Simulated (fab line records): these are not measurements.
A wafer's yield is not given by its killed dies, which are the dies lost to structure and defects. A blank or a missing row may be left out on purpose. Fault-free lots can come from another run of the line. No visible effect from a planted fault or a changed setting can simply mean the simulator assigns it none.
Which of the tools did it? | flow gf180mcu | 18 wafers from 6 lots sampled at 2 of the route's 602 steps

## WHAT THE GAUGES READ, wafer by wafer
GF_VT_IMPLANT_RS_MEAS_47: a four-point-probe measurement.
lot  | measured     | on           | NWELL_RS (ohm/sq)
L315 | day 8 16:07  | filmMetro-01 | 487.4 488.1 489.0
L317 | day 9 09:05  | filmMetro-03 | 487.8 488.4 487.4
L319 | day 9 18:37  | filmMetro-02 | 500.1 501.6 501.0 500.7 502.4 502.5
L322 | day 10 15:10 | filmMetro-01 | 501.5 501.7 501.4 500.8 501.0 502.3
L329 | day 12 14:39 | filmMetro-01 | 487.1 487.3 488.5
L332 | day 13 12:08 | filmMetro-01 | 488.1 488.5 489.0

## EACH LOT AND THE TOOL THAT RAN IT (in order: tool; ch and the chambers of the sampled wafers; start)
lot  | GF_NWELL_IMPLANT_09
L315 | implanter-02 ch 0, day 4 06:20
L317 | implanter-02 ch 0, day 4 18:02
L319 | implanter-04 ch 0, day 5 03:36
L322 | implanter-04 ch 0, day 5 20:17
L329 | implanter-02 ch 0, day 7 10:05
L332 | implanter-04 ch 0, day 8 02:24
- GF_NWELL_IMPLANT_09

## THE ANSWER, worked out from the rows above alone
Rule: usual is defined by the lots themselves. The widest of any qualifying gaps counts: lots, ordered by their means at a reading, are off when they make up no more than a third of the lots, leave a main group of 4 or more, and stand apart from it by 3 or more times the standard deviation of that group's means. If all means in a main group match to the digits the tables above print for the reading, that group is not used. A lot without any number at a reading at which 4 lots or more have one is off too. The other lots that the step has rows for count as sound.
Off: L319, L322, seen at GF_VT_IMPLANT_RS_MEAS_47 (NWELL_RS). The main group: mean 488.1 ohm/sq, standard deviation 0.34.
A tool fits if, at a process step before that reading, it ran every lot that is off, and no sound lot after the first of them. Gauges at GF_VT_IMPLANT_RS_MEAS_47: tried the same way as those tools. No candidate that was tried fits.

## WHAT THE SIMULATOR HAD PUT IN
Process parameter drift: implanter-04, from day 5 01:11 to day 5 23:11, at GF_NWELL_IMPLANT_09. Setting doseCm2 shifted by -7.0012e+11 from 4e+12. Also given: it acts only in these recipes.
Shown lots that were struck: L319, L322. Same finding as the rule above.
